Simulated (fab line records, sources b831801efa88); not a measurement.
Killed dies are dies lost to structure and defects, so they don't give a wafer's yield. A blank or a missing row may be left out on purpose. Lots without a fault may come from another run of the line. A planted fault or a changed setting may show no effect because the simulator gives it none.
Which tool did it? | flow gf180mcu | 14 lots, 42 wafers sampled, at 4 steps of a route of 602

WHAT THE GAUGES READ, wafer by wafer
GF_STI_CD_MEAS_12: target cd 220 nm.
lot  | measured    | on        | cd_nm (nm)
L277 | day 2 03:14 | cd_sem-02 | 219.5 220.1 219.4
L278 | day 2 10:40 | cd_sem-02 | 217.8 218.8 217.9
L279 | day 2 13:14 | cd_sem-01 | 219.6 218.9 219.6
L280 | day 2 21:23 | cd_sem-01 | 220.5 219.7 220.2
L281 | day 2 21:48 | cd_sem-02 | 221.3 221.0 221.4
L282 | day 3 05:36 | cd_sem-02 | 216.9 218.0 217.8
L283 | day 3 11:14 | cd_sem-02 | 219.3 219.7 218.2
L290 | day 4 23:20 | cd_sem-01 | 219.6 219.8 219.7
L292 | day 5 05:41 | cd_sem-02 | 219.3 220.9 218.3
L293 | day 5 15:08 | cd_sem-02 | 221.2 220.6 221.1
L295 | day 6 00:29 | cd_sem-02 | 220.4 219.8 219.6
L296 | day 6 07:17 | cd_sem-01 | 218.2 220.2 220.3
L299 | day 6 20:55 | cd_sem-02 | 220.4 220.7 220.2
L300 | day 7 00:01 | cd_sem-01 | 220.4 218.8 221.1

GF_HV_LDD_CD_MEAS_07: target cd 400 nm.
lot  | measured     | on        | cd_nm (nm)
L277 | day 10 07:19 | cd_sem-01 | 399.2 400.2 401.0
L278 | day 10 14:56 | cd_sem-01 | 399.5 396.2 397.3
L279 | day 10 15:52 | cd_sem-02 | 401.3 403.1 401.5
L280 | day 11 07:01 | cd_sem-02 | 401.4 400.1 398.2
L281 | day 11 03:26 | cd_sem-02 | 401.2 400.7 400.1
L282 | day 11 17:53 | cd_sem-01 | 399.1 400.0 397.5
L283 | day 11 20:37 | cd_sem-01 | 398.8 400.1 399.1
L290 | day 15 00:38 | cd_sem-01 | 431.1 397.7 398.8
L292 | day 14 23:59 | cd_sem-01 | 436.4 403.7 402.3
L293 | day 15 06:28 | cd_sem-01 | 399.2 402.9 400.1
L295 | day 15 13:28 | cd_sem-01 | 399.7 401.6 401.8
L296 | day 15 21:19 | cd_sem-02 | 399.8 400.4 400.3
L299 | day 16 16:58 | cd_sem-01 | 397.6 399.3 400.5
L300 | day 16 20:24 | cd_sem-02 | 398.1 399.9 399.5

GF_HV_LDD_CD_MEAS_46: target cd 400 nm.
lot  | measured     | on        | cd_nm (nm)
L277 | day 12 16:19 | cd_sem-01 | 401.2 399.8 402.9
L278 | day 13 00:53 | cd_sem-01 | 400.1 399.4 398.7
L279 | day 13 01:14 | cd_sem-02 | 397.2 399.2 397.7
L280 | day 13 18:56 | cd_sem-01 | 398.7 399.6 397.1
L281 | day 13 14:10 | cd_sem-02 | 397.3 397.4 396.8
L282 | day 14 05:12 | cd_sem-02 | 404.7 405.3 402.9
L283 | day 14 09:16 | cd_sem-02 | 394.7 397.2 394.2
L290 | day 17 20:13 | cd_sem-01 | 404.5 402.7 404.4
L292 | day 17 19:49 | cd_sem-02 | 398.5 398.2 400.8
L293 | day 18 03:13 | cd_sem-01 | 400.0 399.0 402.4
L295 | day 18 09:32 | cd_sem-01 | 402.4 402.9 403.8
L296 | day 18 18:20 | cd_sem-01 | 399.9 400.0 400.5
L299 | day 19 17:28 | cd_sem-01 | 397.7 399.6 400.3
L300 | day 19 19:43 | cd_sem-01 | 404.9 400.6 404.8

WHICH TOOL RAN EACH LOT (tool, then ch and the chambers of the sampled wafers, then the start)
lot  | GF_HV_LDD_DEVELOP_06
L277 | litho_track-02 ch 0, day 10 07:10
L278 | litho_track-04 ch 0, day 10 14:47
L279 | litho_track-02 ch 0, day 10 15:43
L280 | litho_track-02 ch 0, day 11 06:52
L281 | litho_track-03 ch 0, day 11 03:18
L282 | litho_track-04 ch 0, day 11 17:44
L283 | litho_track-02 ch 0, day 11 20:28
L290 | litho_track-04 ch 0, day 15 00:29
L292 | litho_track-04 ch 0, day 14 23:50
L293 | litho_track-03 ch 0, day 15 06:19
L295 | litho_track-02 ch 0, day 15 13:19
L296 | litho_track-02 ch 0, day 15 21:10
L299 | litho_track-02 ch 0, day 16 16:49
L300 | litho_track-02 ch 0, day 16 20:16
- GF_HV_LDD_DEVELOP_06: develop time 60 s.

WHAT THE TOOLS THEMSELVES READ (means of the sampled wafers that have a number; where no wafer has one, the mark that the record gives instead)
GF_HV_LDD_DEVELOP_06.
lot  | tool           | developer_temp_C (C)
L277 | litho_track-02 | 22.95
L278 | litho_track-04 | 23.01
L279 | litho_track-02 | 23.02
L280 | litho_track-02 | 22.91
L281 | litho_track-03 | 23.03
L282 | litho_track-04 | 22.83
L283 | litho_track-02 | 22.93
L290 | litho_track-04 | 23.05
L292 | litho_track-04 | 23.10
L293 | litho_track-03 | 22.87
L295 | litho_track-02 | 23.15
L296 | litho_track-02 | 23.01
L299 | litho_track-02 | 22.92
L300 | litho_track-02 | 22.92

THE ANSWER, worked out from the rows above alone
Rule: what is usual is taken from the lots themselves. Put in order of their means at a reading, lots are off if they are a third of the lots or fewer, leave a main group of 4 or more, and stand apart from it by a gap of 3 or more times the standard deviation of the main group's means; of several such gaps the widest counts. A main group whose means are all the same, to the digits that the tables above print for the reading, isn't used. A lot without any number at a reading at which 4 lots or more have one is off too. The other lots that the step has rows for count as sound. The gauges are gone through in route order, then the tools' own readings, and for those a lot's mean is taken as printed above. The first step at which some lot is off is used, and at that step the reading that is off furthest; a lot without a number counts as furthest.
Off: L290, L292, at GF_HV_LDD_CD_MEAS_07 (cd_nm). The main group: mean 399.9 nm, standard deviation 1.1.
A tool fits if, at a process step before that reading, it ran every lot that is off, and no sound lot after the first of them. The gauges at GF_HV_LDD_CD_MEAS_07 are tried like those tools. One fits: litho_track-04 at GF_HV_LDD_DEVELOP_06. Its last sound lot is L282 (day 11 17:44), its first lot that is off L292 (day 14 23:50): a fault that began between those two fits.

WHAT THE SIMULATOR HAD PUT IN
Process parameter drift: litho_track-04, from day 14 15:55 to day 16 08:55, at GF_HV_LDD_DEVELOP_06. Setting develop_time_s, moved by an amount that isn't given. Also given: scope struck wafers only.
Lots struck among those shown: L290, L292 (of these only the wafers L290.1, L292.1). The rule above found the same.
